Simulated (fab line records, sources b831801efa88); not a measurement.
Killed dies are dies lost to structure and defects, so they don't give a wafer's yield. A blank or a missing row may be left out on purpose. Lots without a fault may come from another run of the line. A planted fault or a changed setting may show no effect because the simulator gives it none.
Chamber matching | flow gf180mcu | GF_V3_CMP_04 on cmp-01: 4 sister chambers
The step polishes SiO2. 4 wafers are shown with their chamber, then 7 later ones without.

WAFERS WITH THEIR CHAMBER
wafer  | chamber | motor_current_A (A)
L417.1 | 3       | 12.5
L417.2 | 0       | 11.6
L420.3 | 2       | 11.6
L420.4 | 1       | 11.6

WAFERS WITHOUT THEIR CHAMBER
wafer  | motor_current_A (A)
L420.6 | 13.1
L422.1 | 11.4
L422.2 | 12.2
L422.4 | 11.5
L426.2 | 12.7
L426.5 | 12.0
L426.6 | 11.8

WHICH CHAMBER EACH WENT THROUGH
wafer  | from the rows above               | in truth
L420.6 | 3                                 | 3
L422.1 | can't be placed: 0 or 1 or 2      | 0
L422.2 | can't be placed: 3 or 0 or 1 or 2 | 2
L422.4 | can't be placed: 0 or 1 or 2      | 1
L426.2 | 3                                 | 3
L426.5 | can't be placed: 0 or 1 or 2 or 3 | 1
L426.6 | can't be placed: 0 or 1 or 2 or 3 | 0
Placed correctly: 2 of 7. Can't be placed from these rows: 5 (the true chamber is among the candidates in 5). Placed wrongly: 0.
How it was worked out, from the rows above alone: a wafer's distance from a chamber is the root of the sum, over the readings, of the square of ((its reading less the chamber's mean) divided by the reading's scatter). The wafer belongs to the nearest chamber; if the next one is less than 2 further off, it can't be placed. A chamber's mean is the mean of its shown wafers. The scatter: with one shown wafer a chamber, the root of the mean of the squares of how far each hidden wafer lies from its nearest shown one.
